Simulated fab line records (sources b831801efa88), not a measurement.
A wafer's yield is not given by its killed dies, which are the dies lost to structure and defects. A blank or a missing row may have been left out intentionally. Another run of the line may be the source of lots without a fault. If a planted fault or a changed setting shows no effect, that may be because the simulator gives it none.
fab line records	flow sky130
record lots=12	wafers=36	last_day=50
route steps=708 shown SONOS_ONO@185 VIA3@575 METAL4@598 METAL5@677 PAD_OPEN@708
lots untouched by any fault: they come from a run of this same line in which no faults occurred
start_h: the number of hours between the record's first day and the start of the first shown wafer of the lot	wait_h: hours since the lot's step before	" repeats the value in the row above	L1.1+2: one row covering several wafers at once	- no value, or no start was given	* or withheld: withheld	< > ~ a bound
route shown NAME@n: NAME is a module with steps in the file, n the number in the route of the first one	usual: mean/standard deviation of fault-free wafers	same: alike in all rows	chamber/n: place in a boat	sites: the reading at each site	_std_site: the standard deviation of these	_edge_site: outer sites' mean less inner sites'	radius_mm: how far each site lies from the wafer's centre	mask NAME#n: copy n	behind: tool/chamber where the wafer was last shaped	hold: what put the lot on hold/how long, in hours/how the hold closed	device: transistor that didn't switch, given as n, p or np	end of line: tests of these same wafers at the route's end	step lacking rows: just its recipe	killed: dies lost to structure and defects at the first sort, not the wafer's yield	map: a wafer's dies, marking killed ones x, the rest . and places with no die _
set.NAME: the setting the step ran with; set.NAME@STEP: the setting that earlier step ran with	model.NAME: the simulator's own value behind a step, which no gauge read
one table for each step of the route and one row for each wafer, over a sample of lots
services: from which hour (start_h, from the record's first day; less than 0 if before it) a tool's chamber was out of use, for how many hours, and why
## steps
# step SKY_SONOS_ONO_STRIP_17
# recipe chemistry=O2/N2	power_w=1400	pressure_mtorr=1500	platen_temp_c=withheld	o2_flow_sccm=3000	n2_flow_sccm=300	overash_fraction=0.5
# usual drypump_motor_current_A=5.8/0.34	o2_flow_sccm=3001/9.2	oes_product_au=0.710/0.0047	strip_time_to_endpoint_s=14.12/0.044
lot.wafer	tool	chamber	start_h	wait_h	drypump_motor_current_A	o2_flow_sccm	oes_product_au	rf_hours_counter_h	strip_time_to_endpoint_s
L485.2	plasma_asher-02	1	275.01	0.0	5.9	2998	0.721	15	14.06
L485.3	"	1	"	"	5.9	2992	0.709	-	14.06
L485.6	"	1	"	"	5.9	2986	0.713	-	14.08
L486.2	plasma_asher-02	1	291.04	0.0	6.0	2996	0.710	18	14.14
L486.3	"	0	"	"	5.5	3020	0.706	-	14.08
L486.6	"	0	"	"	5.5	2994	0.719	-	14.08
L487.1	plasma_asher-01	0	296.06	0.0	5.9	2999	0.709	45	14.09
L487.5	"	0	"	"	6.0	2997	0.707	-	14.09
L487.6	"	1	"	"	5.6	3005	0.703	-	14.11
L490.2	plasma_asher-04	0	321.44	0.0	5.4	2999	0.711	64	14.11
L490.4	"	0	"	"	5.4	2995	0.716	-	14.08
L490.5	"	0	"	"	5.4	3001	0.711	-	14.15
L493.4	plasma_asher-02	1	346.19	0.0	5.9	3000	0.709	-	14.12
L493.5	"	0	"	"	5.5	2998	0.718	-	14.12
L493.6	"	1	"	"	6.0	2995	0.707	-	14.13
L495.3	plasma_asher-02	0	359.43	0.0	5.5	3009	0.713	-	14.16
L495.5	"	0	"	"	5.6	2997	0.713	-	14.21
L495.6	"	1	"	"	6.0	2984	0.709	-	14.19
L496.1	plasma_asher-02	0	368.99	0.0	5.6	2989	0.716	26	14.16
L496.2	"	1	"	"	6.0	2991	0.713	26	14.16
L496.4	"	0	"	"	5.6	3010	0.717	-	14.12
L503.1	plasma_asher-01	1	425.85	0.0	5.6	3003	0.706	56	14.06
L503.3	"	1	"	"	5.6	3006	0.708	-	14.10
L503.5	"	1	"	"	5.6	3002	0.712	-	14.12
L504.3	plasma_asher-01	0	437.48	0.0	6.0	2998	0.709	-	14.22
L504.5	"	1	"	"	5.6	2992	0.706	-	14.14
L504.6	"	0	"	"	6.0	3005	0.706	-	14.16
L505.1	plasma_asher-04	0	447.20	0.0	5.4	3006	0.706	77	14.16
L505.2	"	1	"	"	6.7	2978	0.703	77	14.12
L505.3	"	0	"	"	5.4	3013	0.706	-	14.11
L506.3	plasma_asher-02	1	453.60	0.0	6.0	2995	0.707	-	14.22
L506.4	"	0	"	"	5.5	3015	0.710	-	14.22
L506.5	"	1	"	"	6.0	3006	0.704	-	14.20
L507.1	plasma_asher-02	0	459.11	0.0	5.5	2996	0.713	36	14.16
L507.3	"	1	"	"	5.9	3009	0.711	-	14.13
L507.6	"	1	"	"	6.0	2998	0.718	-	14.17
# step SKY_VIA3_CMP_02
# recipe material=SiO2	down_force_psi=4	platen_rpm=60	pad_velocity_m_s=0.94248
# usual motor_current_A=11.6/1.4	retaining_ring_pressure_frac=1.000/0.0046
lot.wafer	tool	chamber	start_h	wait_h	motor_current_A	retaining_ring_pressure_frac
L485.2	cmp-01	2	899.20	0.0	9.9	1.007
L485.3	"	0	"	"	13.0	1.004
L485.6	"	3	"	"	10.2	0.996
L486.3	cmp-02	1	911.96	0.0	12.8	1.005
L486.2	"	2	"	"	10.5	0.992
L486.6	"	2	"	"	10.8	0.997
L487.1	cmp-01	0	917.03	0.1	13.1	1.003
L487.6	"	0	"	"	12.8	0.999
L487.5	"	1	"	"	10.7	0.999
L490.2	cmp-02	0	941.24	0.0	12.6	1.003
L490.4	"	1	"	"	12.7	1.000
L490.5	"	0	"	"	12.2	1.001
L493.4	cmp-01	2	965.33	0.1	9.5	1.004
L493.5	"	0	"	"	13.1	1.000
L493.6	"	1	"	"	9.9	1.007
L495.3	cmp-01	2	972.72	0.2	9.6	1.005
L495.6	"	3	"	"	10.1	0.989
L495.5	"	0	"	"	13.6	0.993
L496.1	cmp-02	3	981.25	0.1	12.8	0.999
L496.4	"	0	"	"	12.5	1.005
L496.2	"	2	"	"	10.5	1.004
L503.1	cmp-01	2	1027.32	0.4	10.1	1.004
L503.3	"	0	"	"	13.1	0.999
L503.5	"	2	"	"	9.6	0.998
L504.3	cmp-01	1	1035.81	0.5	11.0	1.003
L504.5	"	0	"	"	13.3	1.006
L504.6	"	1	"	"	10.3	0.993
L505.3	cmp-02	3	1043.29	0.0	13.7	1.000
L505.2	"	1	"	"	12.8	0.987
L505.1	"	2	"	"	10.6	0.999
L506.4	cmp-01	3	1048.03	0.0	10.3	0.998
L506.3	"	0	"	"	13.3	0.988
L506.5	"	3	"	"	9.9	1.003
L507.1	cmp-02	0	1055.95	0.1	12.7	1.003
L507.3	"	2	"	"	10.0	1.005
L507.6	"	0	"	"	12.6	0.999
# step SKY_METAL4_SPUTTER_00
# recipe material=Ti	target_thk_nm=15	power_w=3000	time_s=10	chamber_pressure_pa=0.4
# usual chamber_pressure_pa=0.4000/0.00075	throttle_valve_pct=29.7/1.2
lot.wafer	tool	chamber	start_h	wait_h	chamber_pressure_pa	throttle_valve_pct
L485.2	pvd_sputter-04	-	926.30	0.1	0.3993	30.2
L485.3	"	-	"	"	0.4003	30.0
L485.6	"	-	"	"	0.3996	27.9
L486.2	pvd_sputter-04	-	938.03	0.2	0.4006	30.2
L486.3	"	-	"	"	0.3992	27.7
L486.6	"	-	"	"	0.3991	30.2
L487.1	pvd_sputter-04	-	943.66	0.1	0.4003	27.7
L487.5	"	-	"	"	0.4018	30.3
L487.6	"	-	"	"	0.4003	30.8
L490.2	pvd_sputter-01	-	968.00	0.2	0.4000	29.3
L490.4	"	-	"	"	0.4013	29.2
L490.5	"	-	"	"	0.4015	29.4
L493.4	pvd_sputter-02	-	990.40	0.1	0.4011	31.2
L493.5	"	-	"	"	0.4007	30.6
L493.6	"	-	"	"	0.3993	29.3
L495.3	pvd_sputter-01	-	997.91	0.1	0.3995	30.7
L495.5	"	-	"	"	0.4009	29.3
L495.6	"	-	"	"	0.3997	30.9
L496.1	pvd_sputter-04	-	1006.84	0.2	0.4010	27.5
L496.2	"	-	"	"	0.3999	30.3
L496.4	"	-	"	"	0.3989	30.1
L503.1	pvd_sputter-01	-	1052.10	0.2	0.4001	30.5
L503.3	"	-	"	"	0.3999	29.6
L503.5	"	-	"	"	0.4004	31.0
L504.3	pvd_sputter-04	-	1059.52	0.2	0.3985	30.0
L504.5	"	-	"	"	0.4009	30.1
L504.6	"	-	"	"	0.4002	27.7
L505.1	pvd_sputter-02	-	1067.00	0.1	0.4003	30.7
L505.2	"	-	"	"	0.3995	30.2
L505.3	"	-	"	"	0.3987	30.9
L506.3	pvd_sputter-01	-	1071.45	0.1	0.4008	26.7
L506.4	"	-	"	"	0.4000	29.0
L506.5	"	-	"	"	0.3996	31.0
L507.1	pvd_sputter-04	-	1079.01	0.1	0.4001	27.9
L507.3	"	-	"	"	0.3996	30.5
L507.6	"	-	"	"	0.3988	28.0
# step SKY_METAL5_STRIP_16
# recipe chemistry=O2/N2	power_w=1400	pressure_mtorr=1500	platen_temp_c=withheld	o2_flow_sccm=3000	n2_flow_sccm=300	overash_fraction=0.5
# usual drypump_motor_current_A=6.0/0.34	o2_flow_sccm=2999/9.3	oes_product_au=0.711/0.0045	strip_time_to_endpoint_s=13.09/0.093
lot.wafer	tool	chamber	start_h	wait_h	drypump_motor_current_A	o2_flow_sccm	oes_product_au	rf_hours_counter_h	strip_time_to_endpoint_s
L485.2	plasma_asher-03	0	1024.65	0.2	6.4	2986	0.708	61	13.23
L485.3	"	0	"	"	6.4	2987	0.717	-	13.19
L485.6	"	1	"	"	6.4	2989	0.706	-	13.19
L486.2	plasma_asher-03	0	1035.41	0.2	6.4	3000	0.715	62	13.22
L486.3	"	0	"	"	6.4	3008	0.705	-	13.21
L486.6	"	1	"	"	6.4	2998	0.709	-	13.22
L487.1	plasma_asher-03	1	1042.45	0.2	6.4	3005	0.710	62	12.94
L487.5	"	0	"	"	6.4	3000	0.707	-	12.99
L487.6	"	1	"	"	6.4	3001	0.721	-	13.02
L490.2	plasma_asher-02	0	1064.15	0.2	5.5	2987	0.718	94	13.12
L490.4	"	1	"	"	6.0	3001	0.710	-	13.08
L490.5	"	1	"	"	6.0	3001	0.713	-	12.98
L493.4	plasma_asher-02	0	1083.14	0.1	5.5	2994	0.712	-	13.14
L493.5	"	1	"	"	5.9	2987	0.704	-	13.21
L493.6	"	0	"	"	5.5	3022	0.707	-	13.24
L495.3	plasma_asher-01	1	1089.44	0.1	5.6	2993	0.711	-	12.93
L495.5	"	0	"	"	6.0	2993	0.714	-	13.03
L495.6	"	1	"	"	5.6	2992	0.704	-	13.00
L496.1	plasma_asher-03	1	1096.76	0.2	6.4	2995	0.714	68	13.04
L496.2	"	0	"	"	6.4	2985	0.713	68	13.11
L496.4	"	1	"	"	6.4	3010	0.705	-	13.10
L503.1	plasma_asher-02	0	1136.40	0.2	5.6	3002	0.710	102	13.14
L503.3	"	1	"	"	5.9	2990	0.710	-	13.13
L503.5	"	1	"	"	5.9	2992	0.709	-	13.02
L504.3	plasma_asher-02	1	1143.69	0.1	5.9	3004	0.719	-	13.25
L504.5	"	0	"	"	5.5	2997	0.708	-	13.19
L504.6	"	1	"	"	5.9	3007	0.714	-	13.13
L505.1	plasma_asher-01	1	1148.56	0.2	5.7	3015	0.721	8	13.07
L505.2	"	0	"	"	5.9	2992	0.710	8	13.12
L505.3	"	0	"	"	6.0	3002	0.707	-	13.14
L506.3	plasma_asher-03	0	1153.94	0.1	6.4	3002	0.705	-	13.17
L506.4	"	1	"	"	6.4	2997	0.714	-	13.18
L506.5	"	1	"	"	6.4	3003	0.714	-	13.12
L507.1	plasma_asher-01	0	1158.50	0.2	6.0	3007	0.710	9	13.02
L507.3	"	0	"	"	6.0	3008	0.713	-	13.03
L507.6	"	0	"	"	6.0	3000	0.709	-	13.11
# step SKY_PAD_OPEN_PROBE_99
# usual killed_at_M0_to_M3=45/6.8	killed_at_M4_up=3.0/1.7	killed_at_contacts=25/5.7	killed_at_front_end=15/4.6	killed_at_other=0.3/0.66	killed_dies=88/9.5	killed_open=48/7.3	killed_short=39/6.5
# same gross_dies=492	killed_at_back_side=0
lot.wafer	tool	chamber	start_h	wait_h	killed_at_M0_to_M3	killed_at_M4_up	killed_at_contacts	killed_at_front_end	killed_at_other	killed_dies	killed_open	killed_short
L495.3	prober-02	-	1133.37	0.2	39	3	24	49	0	115	44	31
L495.5	prober-02	-	1133.47	0.2	36	3	20	60	0	119	44	35
L495.6	prober-02	-	1133.52	0.2	43	1	18	11	1	74	41	33
L496.1	prober-01	-	1139.45	0.1	51	2	14	57	0	124	44	42
L496.2	prober-01	-	1139.50	0.1	49	7	25	18	1	100	48	52
L496.4	prober-01	-	1139.60	0.2	45	3	11	49	0	108	46	30
# killed by level:class
L495.3 SONOS_ONO:unspecified=40 CONTACT:geometric_particle:open=13 VIA1:geometric_particle:open=10 VIA3:geometric_particle:open=6 METAL2:geometric_particle:short=5 POLY_GATE:geometric_particle:short=4 CONTACT:geometric_particle:short=4 METAL2:geometric_particle:open=4
L495.5 SONOS_ONO:unspecified=40 CONTACT:geometric_particle:open=11 VIA1:geometric_particle:open=7 FIELD_ISO:geometric_particle:short=5 VIA3:geometric_particle:open=5 POLY_GATE:geometric_particle:open=4 METAL1:geometric_particle:short=4 METAL2:geometric_particle:short=4
L495.6 CONTACT:geometric_particle:open=9 VIA1:geometric_particle:open=8 METAL2:geometric_particle:short=7 LI_CONTACT:geometric_particle:open=5 VIA3:geometric_particle:open=5 VIA2:geometric_particle:open=5 FIELD_ISO:geometric_particle:open=4 METAL1:geometric_particle:short=4
L496.1 SONOS_ONO:unspecified=38 VIA1:geometric_particle:open=16 VIA1:geometric_particle:short=8 POLY_GATE:geometric_particle:open=6 LI_CONTACT:geometric_particle:open=5 POLY_GATE:geometric_particle:short=5 CONTACT:geometric_particle:open=5 METAL2:geometric_particle:short=5
L496.2 VIA1:geometric_particle:open=11 CONTACT:geometric_particle:open=9 METAL2:geometric_particle:short=8 VIA1:geometric_particle:short=7 LI_CONTACT:geometric_particle:open=6 METAL4:geometric_particle:short=6 VIA3:geometric_particle:open=6 POLY_GATE:geometric_particle:short=5
L496.4 SONOS_ONO:unspecified=32 VIA1:geometric_particle:open=23 CONTACT:geometric_particle:open=7 VIA1:geometric_particle:short=6 FIELD_ISO:geometric_particle:short=5 POLY_GATE:geometric_particle:open=4 POLY_GATE:geometric_particle:short=4 METAL2:geometric_particle:short=4
## services
tool	chamber	start_h	hours	kind
pvd_sputter-04	-	313.52	3.4	repair
cmp-01	-	327.15	0.8	repair
plasma_asher-01	-	344.45	15.6	pm
pvd_sputter-04	-	356.37	2.2	repair
cmp-01	-	403.55	13.8	pm
plasma_asher-02	-	437.56	1.0	repair
cmp-01	-	448.28	3.9	pm
cmp-01	-	496.91	0.5	repair
plasma_asher-02	-	515.58	13.3	repair
cmp-01	-	528.81	8.2	pm
cmp-01	-	572.47	4.0	pm
cmp-01	-	577.68	1.1	repair
plasma_asher-02	-	587.86	15.6	pm
cmp-01	-	611.51	3.8	repair
plasma_asher-02	-	658.97	1.3	repair
plasma_asher-02	-	703.63	6.9	repair
cmp-01	-	817.28	5.5	pm
cmp-01	-	824.66	0.5	repair
cmp-01	-	861.68	2.6	repair
plasma_asher-02	-	903.39	2.8	pm
cmp-01	-	912.47	4.0	pm
cmp-01	-	980.17	2.3	repair
cmp-01	-	1008.02	2.6	repair
cmp-01	-	1086.34	1.9	repair
## key
first_sign step=SKY_PAD_OPEN_PROBE_99	reading=killed_at_front_end	direction=up	sigmas=8.4	usual=15	struck=54
effect step=SKY_PAD_OPEN_PROBE_99	reading=killed_dies	direction=up	sigmas=3	usual=88	struck=116
met_at SKY_SONOS_ONO_STRIP_17
struck_lots L495,L496
struck_wafers L495.3,L495.5,L496.1,L496.4
tester_left_out L495,L496
not_acting_at SKY_VIA3_CMP_02,SKY_METAL4_SPUTTER_00,SKY_METAL5_STRIP_16
onset_between 346.19 359.43
fault kind=chamber_particle_source	tool=plasma_asher-02	chamber=0	onset_h=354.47	steps=SKY_SONOS_ONO_STRIP_17	rate_per_visit_cm2=1.2772	end_h=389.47
# tester_left_out: of these lots the tester's yield and bins aren't shown, on N5 and GAA mostly nor the transistor test; their killed dies are dies lost to structure and defects alone, not to doping, threshold or leakage, so they don't give the yield
